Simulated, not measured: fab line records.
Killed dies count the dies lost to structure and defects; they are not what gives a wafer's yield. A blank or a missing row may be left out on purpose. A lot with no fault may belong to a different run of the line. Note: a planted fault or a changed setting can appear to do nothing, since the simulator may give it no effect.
Which tool was responsible? -- flow sky130 -- 13 lots (39 wafers sampled), 1 step of a 708-step route

== WHAT THE GAUGES READ, wafer by wafer ==
SKY_METAL1_OVL_MEAS_16.
lot,measured,on,METAL1_OVL (nm)
L149,day 33 13:05,overlay-02,1 3 1
L150,day 34 14:29,overlay-02,-4 0 3
L152,day 34 21:01,overlay-02,-12 -3 1
L153,day 35 01:34,overlay-01,3 0 -2
L156,day 35 09:32,overlay-01,-2 3 8
L155,day 35 12:15,overlay-01,9 4 12
L163,day 38 12:03,overlay-02,7 1 6
L165,day 38 13:01,overlay-01,3 -1 0
L164,day 38 13:35,overlay-02,9 7 10
L167,day 38 20:31,overlay-02,3 -4 -3
L168,day 39 07:58,overlay-02,11 11 10
L169,day 39 13:23,overlay-01,-3 -6 -4
L171,day 39 20:41,overlay-01,-8 7 -3

== EACH LOT AND THE TOOL THAT RAN IT (in order: tool; ch and the chambers of the sampled wafers; start) ==
Record: no process step prior to these readings.

== WHAT THE TOOLS THEMSELVES READ (means of the sampled wafers that have a number; where no wafer has one, the mark that the record gives instead) ==
The record holds no such reading with a usual standard deviation.

== THE ANSWER, worked out from the rows above alone ==
Rule: the lots themselves supply what counts as usual. The widest of any qualifying gaps counts: lots, ordered by their means at a reading, are off when they make up no more than a third of the lots, leave a main group of 4 or more, and stand apart from it by 3 or more times the standard deviation of that group's means. A main group whose means are all the same, to the digits that the tables above print for the reading, isn't used. A lot without any number at a reading at which 4 lots or more have one is off too. All remaining lots with rows at the step are treated as sound. After the gauges, taken in route order, come the tools' own readings; for these a lot's mean is taken, as printed above. At the first step where some lot is off, the reading lying furthest off is the one used; lots without a number count as furthest.
None of the lots is off at any reading shown; this tells nothing.

== WHAT THE SIMULATOR HAD INSERTED ==
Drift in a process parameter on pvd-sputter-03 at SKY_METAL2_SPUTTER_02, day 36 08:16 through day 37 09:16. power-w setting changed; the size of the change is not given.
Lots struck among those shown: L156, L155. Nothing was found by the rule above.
